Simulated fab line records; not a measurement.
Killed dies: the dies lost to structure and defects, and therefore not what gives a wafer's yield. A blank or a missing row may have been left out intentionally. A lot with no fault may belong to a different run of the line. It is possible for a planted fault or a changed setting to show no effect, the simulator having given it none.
fab line records	flow sky130
[record] lots = 15	wafers = 45	last-day = 50
route steps=708 shown VIA1@478 METAL2@486 VIA2@517 METAL3@532
lots untouched by any fault: they come from a run of this same line in which no faults occurred
start-h: the number of hours between the record's first day and the start of the first shown wafer of the lot	wait-h: how many hours have passed since the lot's step before this one	" same as the row above	L1.1+2: one row covering several wafers at once	- no value, or no start was given	* or withheld: withheld	< > ~ a bound
route shown NAME@n: names a module that has steps shown in the file, with the first one's number in the route	usual: mean and standard deviation over wafers with no fault	same: alike in all rows	chamber/n: place in a boat	sites: per-site readings	_std_site: how widely they spread, as a standard deviation	_edge_site: mean of outer sites minus mean of inner sites	radius-mm: for every site, how far away it sits from the centre of the wafer	mask NAME#n: copy n	behind: the most recent tool/chamber to have shaped the wafer	hold: what put the lot on hold/how long, in hours/how the hold closed	device: which transistor (n, p or np) failed to switch	end of line: at the end of the route, the tests of the same wafers	where a step has no rows: the recipe by itself	killed: at the first sort, the dies lost to defects and structure; wafer yield is something else	map: a wafer's dies, x killed, . not, _ none there
set.NAME: the run value of the setting; set.NAME@STEP: its run value at that earlier step	model.NAME: the simulator's own value behind a step, which no gauge read
a sample of lots followed through the steps of the route, with each step as a table and each wafer as a row
services: a tool's chamber out of use, with start hour (start-h, from the record's first day; less than 0 if before it), hours out, and reason
[[steps]]
[step SKY_VIA1_SPUTTER_20]
[recipe] material = TiN	target-thk-nm = 20	chamber-pressure-pa = 5	power-w = 4000	time-s = 80
[usual] throttle-valve-pct = 29.0/1
lot.wafer	tool	chamber	start-h	wait-h	throttle-valve-pct
L610.1	pvd-sputter-04	-	791.66	0.0	30.3
L610.2	"	-	"	"	30.2
L610.5	"	-	"	"	30.3
L612.3	pvd-sputter-01	-	810.80	0.0	28.7
L612.5	"	-	"	"	27.7
L612.6	"	-	"	"	29.8
L614.2	pvd-sputter-01	-	826.50	0.0	27.7
L614.3	"	-	"	"	29.1
L614.5	"	-	"	"	29.6
L615.2	pvd-sputter-01	-	835.25	0.0	29.3
L615.4	"	-	"	"	27.8
L615.6	"	-	"	"	29.1
L616.1	pvd-sputter-04	-	843.95	0.0	27.2
L616.2	"	-	"	"	30.4
L616.4	"	-	"	"	30.2
L619.2	pvd-sputter-02	-	862.18	0.0	28.8
L619.3	"	-	"	"	29.5
L619.5	"	-	"	"	29.5
L620.2	pvd-sputter-01	-	870.51	0.0	28.2
L620.4	"	-	"	"	29.0
L620.6	"	-	"	"	28.6
L621.3	pvd-sputter-01	-	882.97	0.0	29.4
L621.4	"	-	"	"	27.7
L621.6	"	-	"	"	29.8
L623.2	pvd-sputter-01	-	889.31	0.0	27.5
L623.3	"	-	"	"	29.8
L623.5	"	-	"	"	29.8
L624.1	pvd-sputter-04	-	904.67	0.0	30.9
L624.3	"	-	"	"	30.6
L624.4	"	-	"	"	27.2
L625.2	pvd-sputter-04	-	908.21	0.0	30.6
L625.3	"	-	"	"	31.0
L625.4	"	-	"	"	27.4
L628.1	pvd-sputter-01	-	922.60	0.0	29.7
L628.4	"	-	"	"	29.4
L628.5	"	-	"	"	29.3
L631.2	pvd-sputter-02	-	952.81	0.0	29.4
L631.3	"	-	"	"	29.8
L631.4	"	-	"	"	27.9
L632.1	pvd-sputter-01	-	955.58	0.0	29.3
L632.2	"	-	"	"	29.6
L632.4	"	-	"	"	28.5
L633.1	pvd-sputter-01	-	970.94	0.0	30.0
L633.4	"	-	"	"	29.1
L633.6	"	-	"	"	29.9
[step SKY_METAL2_SPUTTER_03]
[recipe] material = Ti	target-thk-nm = 5	power-w = 3000	time-s = 3.3	chamber-pressure-pa = 0.4
[usual] throttle-valve-pct = 29.8/1.3
lot.wafer	tool	chamber	start-h	wait-h	throttle-valve-pct
L610.1	pvd-sputter-02	-	792.37	0.0	29.3
L610.2	"	-	"	"	29.1
L610.5	"	-	"	"	28.0
L612.3	pvd-sputter-04	-	811.51	0.0	27.4
L612.5	"	-	"	"	30.3
L612.6	"	-	"	"	31.0
L614.2	pvd-sputter-04	-	827.21	0.0	27.4
L614.3	"	-	"	"	30.6
L614.5	"	-	"	"	31.0
L615.2	pvd-sputter-04	-	835.95	0.0	27.1
L615.4	"	-	"	"	30.3
L615.6	"	-	"	"	27.2
L616.1	pvd-sputter-03	-	844.66	0.0	30.8
L616.2	"	-	"	"	31.1
L616.4	"	-	"	"	29.1
L619.2	pvd-sputter-03	-	862.89	0.0	30.6
L619.3	"	-	"	"	31.4
L619.5	"	-	"	"	30.9
L620.2	pvd-sputter-02	-	871.22	0.0	29.3
L620.4	"	-	"	"	27.6
L620.6	"	-	"	"	28.9
L621.3	pvd-sputter-03	-	883.67	0.0	31.6
L621.4	"	-	"	"	30.7
L621.6	"	-	"	"	30.9
L623.2	pvd-sputter-02	-	890.02	0.0	27.9
L623.3	"	-	"	"	28.8
L623.5	"	-	"	"	29.6
L624.1	pvd-sputter-02	-	905.37	0.0	29.7
L624.3	"	-	"	"	27.7
L624.4	"	-	"	"	29.4
L625.2	pvd-sputter-02	-	908.92	0.0	29.9
L625.3	"	-	"	"	29.3
L625.4	"	-	"	"	27.9
L628.1	pvd-sputter-02	-	923.63	0.0	27.8
L628.4	"	-	"	"	28.7
L628.5	"	-	"	"	29.6
L631.2	pvd-sputter-03	-	953.52	0.0	30.8
L631.3	"	-	"	"	31.1
L631.4	"	-	"	"	29.0
L632.1	pvd-sputter-03	-	956.28	0.0	30.9
L632.2	"	-	"	"	30.6
L632.4	"	-	"	"	29.1
L633.1	pvd-sputter-03	-	971.65	0.0	30.6
L633.4	"	-	"	"	28.9
L633.6	"	-	"	"	30.9
[step SKY_VIA2_PEB_10]
[recipe] peb-temp-c = withheld	peb-time-s = withheld	resist = KrF-thick
[usual] chill-plate-temp-C = *	exhaust-pa = 45.0/0.9	resist-line-temp-C = *
lot.wafer	tool	chamber	start-h	wait-h	chill-plate-temp-C	exhaust-pa	resist-line-temp-C
L610.1	litho-track-01	0	846	-	*	44.3	*
L610.2	"	0	"	"	*	44.9	*
L610.5	"	0	"	"	*	44.6	*
L612.3	litho-track-01	0	864	-	*	44.9	*
L612.5	"	0	"	"	*	44.7	*
L612.6	"	0	"	"	*	46.0	*
L614.2	litho-track-04	0	879	-	*	44.0	*
L614.3	"	0	"	"	*	46.9	*
L614.5	"	0	"	"	*	45.2	*
L615.2	litho-track-04	0	888	-	*	44.4	*
L615.4	"	0	"	"	*	45.4	*
L615.6	"	0	"	"	*	44.7	*
L616.1	litho-track-01	0	897	-	*	45.9	*
L616.2	"	0	"	"	*	44.7	*
L616.4	"	0	"	"	*	46.8	*
L619.2	litho-track-02	0	914	-	*	44.3	*
L619.3	"	0	"	"	*	43.6	*
L619.5	"	0	"	"	*	44.3	*
L620.2	litho-track-02	0	923	-	*	44.6	*
L620.4	"	0	"	"	*	44.6	*
L620.6	"	0	"	"	*	45.6	*
L621.3	litho-track-04	0	934	-	*	43.0	*
L621.4	"	0	"	"	*	43.9	*
L621.6	"	0	"	"	*	45.2	*
L623.2	litho-track-02	-	941	-	-	-	-
L623.3	"	-	"	"	-	-	-
L623.5	"	-	"	"	-	-	-
L624.1	litho-track-01	-	954	-	-	-	-
L624.3	"	-	"	"	-	-	-
L624.4	"	-	"	"	-	-	-
L625.2	litho-track-04	-	959	-	-	-	-
L625.3	"	-	"	"	-	-	-
L625.4	"	-	"	"	-	-	-
L628.1	litho-track-04	0	973	-	*	43.8	*
L628.4	"	0	974	-	*	43.9	*
L628.5	"	0	"	"	*	43.2	*
L631.2	litho-track-02	0	1001	-	*	45.1	*
L631.3	"	0	"	"	*	44.1	*
L631.4	"	0	"	"	*	44.6	*
L632.1	litho-track-04	0	1004	-	*	46.3	*
L632.2	"	0	"	"	*	45.0	*
L632.4	"	0	"	"	*	46.1	*
L633.1	litho-track-04	0	1018	-	*	44.6	*
L633.4	"	0	"	"	*	45.3	*
L633.6	"	0	1019	-	*	45.6	*
[step SKY_METAL3_SPUTTER_00]
[recipe] material = Ti	target-thk-nm = 15	power-w = 3000	time-s = 10	chamber-pressure-pa = 0.4
[usual] throttle-valve-pct = 29.5/1.3
lot.wafer	tool	chamber	start-h	wait-h	throttle-valve-pct
L610.1	pvd-sputter-01	-	847.90	0.2	29.7
L610.2	"	-	"	"	28.5
L610.5	"	-	"	"	27.8
L612.3	pvd-sputter-04	-	865.94	0.1	30.9
L612.5	"	-	"	"	30.5
L612.6	"	-	"	"	27.4
L614.2	pvd-sputter-04	-	881.61	0.2	30.2
L614.3	"	-	"	"	27.4
L614.5	"	-	"	"	27.4
L615.2	pvd-sputter-01	-	890.31	0.2	29.3
L615.4	"	-	"	"	27.6
L615.6	"	-	"	"	29.9
L616.1	pvd-sputter-03	-	899.59	0.1	31.1
L616.2	"	-	"	"	31.3
L616.4	"	-	"	"	31.6
L619.2	pvd-sputter-04	-	917.77	0.1	27.4
L619.3	"	-	"	"	30.3
L619.5	"	-	"	"	30.2
L620.2	pvd-sputter-01	-	925.05	0.1	28.6
L620.4	"	-	"	"	27.5
L620.6	"	-	"	"	28.2
L621.3	pvd-sputter-01	-	936.75	0.1	29.1
L621.4	"	-	"	"	27.4
L621.6	"	-	"	"	29.8
L628.1	pvd-sputter-03	-	975.89	0.2	30.9
L628.4	"	-	"	"	28.9
L628.5	"	-	"	"	30.6
L631.2	pvd-sputter-01	-	1003.60	0.2	27.8
L631.3	"	-	"	"	29.3
L631.4	"	-	"	"	29.6
L632.1	pvd-sputter-04	-	1006.09	0.1	30.4
L632.2	"	-	"	"	31.0
L632.4	"	-	"	"	30.7
L633.1	pvd-sputter-04	-	1020.90	0.2	27.5
L633.4	"	-	"	"	30.3
L633.6	"	-	"	"	30.9
[[services]]
tool	chamber	start-h	hours	kind
pvd-sputter-01	-	778.26	2.4	repair
pvd-sputter-02	-	792.97	1.8	repair
pvd-sputter-04	-	929.15	1.2	repair
pvd-sputter-01	-	964.88	5.1	repair
pvd-sputter-01	-	975.40	0.6	repair
litho-track-01	-	987.01	-	consumable-replace:filter
pvd-sputter-01	-	992.24	2.5	repair
pvd-sputter-04	-	1007.05	11.3	repair
pvd-sputter-01	-	1015.50	1.3	repair
[[key]]
[first-sign] step = SKY_VIA2_PEB_10	reading = tool-record	direction = missing
effect none on later readings
met-at SKY_VIA2_PEB_10
struck-lots L623,L624,L625
later-rows-left-out L623.2,L623.3,L623.5,L624.1,L624.3,L624.4,L625.2,L625.3,L625.4
sort-left-out L623.2,L623.3,L623.5,L624.1,L624.3,L624.4,L625.2,L625.3,L625.4
not-acting-at SKY_VIA1_SPUTTER_20,SKY_METAL2_SPUTTER_03,SKY_METAL3_SPUTTER_00
onset-between 934 941
[fault] kind = skipped-step-whole	tool = litho-track-01,litho-track-02,litho-track-04	chamber = -	onset-h = 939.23	steps = SKY_VIA2_PEB_10	scope = struck-lots-only
// sort-left-out: the simulated sort isn't trusted on such a fault, so these wafers' sort isn't shown, and their yield isn't known
// later-rows-left-out: the simulator's readings of these wafers behind a module that went badly wrong aren't trusted and aren't shown, but for the sort
